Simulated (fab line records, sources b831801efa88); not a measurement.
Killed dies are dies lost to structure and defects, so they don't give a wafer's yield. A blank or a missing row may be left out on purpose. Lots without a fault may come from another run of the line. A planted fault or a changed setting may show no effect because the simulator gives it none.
A struck lot beside a sound one | flow sky130 | 15 steps out of a route of 708
Sound: wafers L847.2, L847.3, L847.6. Struck: wafers L858.1, L858.4, L858.5. The cause comes at the end.
At each step with rows: each side's tool, then ch and its chambers, then its first start. Under that, the readings that differ: sound wafers | struck wafers | difference of the means | sigmas: that difference in standard deviations of wafers without a fault.
alike: readings whose means differ by less than 2 such deviations, and words and numbers that are the same on both sides. not compared: withheld readings, readings that some wafer has no value for, bounds like >300 that may hide the same value, and numbers for which the record gives no deviation and whose values overlap.
The two part at a step that has a row with sigmas, a row that says differs or no value, or rows on one side only. Numbers that don't overlap but have no deviation are shown without sigmas and don't part them. A reading that every wafer of one side lacks parts them only if that side has two wafers or more.

SKY_VIA3_CD_MEAS_12: target cd 200 nm.
  sound on cd_sem-01, day 40 19:51; struck on cd_sem-02, day 43 23:19
  alike: cd_nm
SKY_VIA3_OVL_MEAS_13:
  sound on overlay-02, day 40 19:58; struck on overlay-02, day 43 23:26
  alike: VIA3_OVL
SKY_VIA3_ETCH_14: etches BARC in N2/H2, stops on SiO2, time 45.9 s, target depth 60 nm.
  sound on rie_diel-04 ch 0,1,3, day 40 19:59; struck on rie_diel-02 ch 0,1,3, day 43 23:28
  alike: drypump_motor_current_A, n2_flow_sccm, oes_product_au, throttle_valve_pct
  not compared: rf_hours_counter_h
SKY_VIA3_ETCH_15: etches SiO2 in C4F8/O2/Ar, stops on TiN, target depth 507 nm, time 78 s.
  sound on rie_diel-04 ch 0,1,3, day 40 20:02; struck on rie_diel-02 ch 0,1,3, day 43 23:31
  alike: oes_product_au
  not compared: rf_hours_counter_h
then, 4 steps without rows for these wafers: SKY_VIA3_STRIP_16 (strips in O2/N2); SKY_VIA3_STRIP_17 (strips in post etch residue remover, time 1200 s); SKY_VIA3_CLEAN_18 (cleans in IPA, time 180 s); SKY_VIA3_CLEAN_19 (cleans in O3/DIW).
SKY_VIA3_SPUTTER_20: material TiN, target thk 20 nm, time 80 s.
  sound on pvd_sputter-04, day 40 20:41; struck on pvd_sputter-04, day 44 00:10
  alike: throttle_valve_pct
SKY_VIA3_CVD_21: deposits W, target thk 390 nm, time 117.31 s.
  sound on cvd_w-01 ch 0,1, day 40 20:45; struck on cvd_w-02 ch 0,1, day 44 00:13
  alike: heater_power_w
SKY_VIA3_RS_MEAS_22: measures by four-point-probe.
  sound on film_metro-01, day 40 20:53; struck on film_metro-03, day 44 00:20
  alike: VIA3_W_RS
SKY_VIA3_THK_MEAS_23: measures by xrf.
  sound on film_metro-01, day 40 21:00; struck on film_metro-03, day 44 00:28
  alike: VIA3_W_THK
SKY_VIA3_CMP_24: polishes, stops on SiO2, t overpolish 20 s, target thk 0 nm.
  sound on cmp-02 ch 2,3, day 40 21:03; struck on cmp-01 ch 1,2, day 44 00:31
  reading              | sound                | struck               | difference | sigmas
  overpolish_run_s (s) | 19.999 20.006 19.995 | 18.074 18.076 18.034 | -1.939     | -99 or more
  t_overpolish_s (s)   | 20 20 20             | 18.062 18.062 18.062 | -1.938     |
  alike: motor_current_A, retaining_ring_pressure_frac, time_to_endpoint_s
SKY_METAL4_SPUTTER_00: material Ti, target thk 15 nm, time 10 s.
  sound on pvd_sputter-01, day 40 21:21; struck on pvd_sputter-04, day 44 00:49
  alike: throttle_valve_pct
-- the record jumps here: 5 days lie between the struck wafers' starts before and after (it left off in module METAL4 and takes up again in module PAD_OPEN, whose first step shown is number 708 of the route) --
SKY_PAD_OPEN_PROBE_99:
  sound on prober-02, day 46 18:25; struck on prober-01, day 49 09:21
  alike: defect_limited_yield, killed_at_M0_to_M3, killed_at_M4_up, killed_at_contacts, killed_at_front_end, killed_at_other, killed_dies, killed_open, killed_short, sort_bin_3_pad_short, sort_bin_5_function, sort_bin_6_memory, sort_n_pass, sort_yield_pct

WHERE THEY PART
Only at SKY_VIA3_CMP_24, within this record. Later steps at which nothing parts them and some readings are alike: SKY_METAL4_SPUTTER_00, SKY_PAD_OPEN_PROBE_99.

WHY: what the simulator had put in
Process parameter drift: cmp-01, from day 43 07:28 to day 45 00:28, at SKY_VIA3_CMP_24. Setting t_overpolish_s, moved by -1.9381, from 20. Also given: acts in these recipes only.
